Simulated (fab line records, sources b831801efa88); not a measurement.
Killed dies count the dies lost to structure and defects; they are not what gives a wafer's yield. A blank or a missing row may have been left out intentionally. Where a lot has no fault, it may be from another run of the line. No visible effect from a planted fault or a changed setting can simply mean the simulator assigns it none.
Split-lot study	flow sky130	route with 708 steps; 5 lots, 23 wafers read

THE SPLIT ITSELF
At SKY_RES_XHIGH_IMPLANT_07, the setting energyKev was moved away from the recipe's 20 on 10 of the 23 wafers read, by -5.7% to +2.2%. For the rest of the wafers, this setting stayed at what the recipe calls for.

BETWEEN THE SPLIT AND THE READING: the file shows 1 step in between
- SKY_RES_XHIGH_STRIP_08: strips in O2/N2

THE READING
RES_XHIGH_TW, at SKY_RES_XHIGH_TW_MEAS_09. A value of 1635 with a standard deviation of 11 is what fault-free wafers of this fab line usually give.

wafer	tool, chamber at the split	energyKev as run	against the recipe	RES_XHIGH_TW	against lot-mates on the recipe
L074.1	implanter-03, 0	20	recipe	1650	-
L074.2	implanter-03, 0	20.45	+2.2%	1660	+17
L074.4	implanter-03, 0	20	recipe	1636	-
L074.5	implanter-03, 0	20.45	+2.2%	1662	+19
L074.6	implanter-03, 0	20	recipe	1644	-
L076.1	implanter-01, 0	19.68	-1.6%	1622	-4
L076.2	implanter-01, 0	20	recipe	1622	-
L076.3	implanter-01, 0	19.68	-1.6%	1618	-8
L076.4	implanter-01, 0	20	recipe	1631	-
L076.5	implanter-01, 0	19.68	-1.6%	1616	-10
L083.1	implanter-03, 0	20	recipe	1649	-
L083.2	implanter-03, 0	20.31	+1.5%	1658	+7
L083.3	implanter-03, 0	20	recipe	1653	-
L083.4	implanter-03, 0	20	recipe	1652	-
L083.6	implanter-03, 0	20.31	+1.5%	1647	-4
L080.1	implanter-03, 0	20	recipe	1633	-
L080.2	implanter-03, 0	20	recipe	1632	-
L080.3	implanter-03, 0	20	recipe	1630	-
L085.1	implanter-04, 0	20	recipe	1640	-
L085.2	implanter-04, 0	18.85	-5.7%	1615	-23
L085.3	implanter-04, 0	20	recipe	1636	-
L085.4	implanter-04, 0	18.85	-5.7%	1607	-31
L085.5	implanter-04, 0	18.85	-5.7%	1613	-25

THE FIT
A straight line over all 23 wafers: RES_XHIGH_TW changes by +5.9 for each +1% of energyKev; r = +0.82; the points scatter about the line by 9.6.
The same after taking each lot's own level away (the mean of its wafers on the recipe; 23 wafers): +4.74 for each +1%; r = +0.92; scatter 4.6.
That fit puts the effect of the largest move of energyKev on the reading at 27.
The lots' own levels span 1626.5 to 1651.3, that is 2.3 times the standard deviation above.
In other words, the slope is changed by the lot-to-lot level; the two fits disagree.
Check: with one of the wafers moved furthest among these (-5.7%) left out of the fit, the line predicts -28.7 for it against its lot-mates. It came out at -23 against them.

FURTHER SPLITS ON THESE WAFERS
Other splits were also applied to these wafers ahead of the reading. Each is held against what the fit with the lots' levels taken away leaves over:
other split on the same wafers	wafers away from the commonest value	r with RES_XHIGH_TW (lot level and that fit taken away)
SKY_LDD_HVN_COAT_02 resistThkNm	4	+0.00
SKY_LDD_HVN_IMPLANT_08 doseCm2	11	-0.14
SKY_POLY_CUT_COAT_03 spinRpm	5	+0.30
SKY_POLY_CUT_EXPOSE_05 doseMj	6	+0.41
SKY_SD_P_EXPOSE_04 doseMj	8	+0.15
SKY_SD_P_DEVELOP_06 developTimeS	3	+0.18

THE WHOLE CHAIN: every reading that the file lists as answering this split, in the file's order
step	what it does	reading	change (the file's fit)	r (the file's)
SKY_RES_XHIGH_IMPLANT_07		implant.rpNm (the simulator's own value, which no gauge read)	+0.137 nm for each +1% of the setting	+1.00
SKY_RES_XHIGH_IMPLANT_07		implant.drpNm (the simulator's own value, which no gauge read)	+0.0689 nm for each +1% of the setting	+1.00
SKY_RES_XHIGH_TW_MEAS_09		RES_XHIGH_TW	+4.83 for each +1% of the setting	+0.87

FILE'S OWN FIT
RES_XHIGH_TW changes by +4.83 for each +1% of energyKev, r = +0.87.
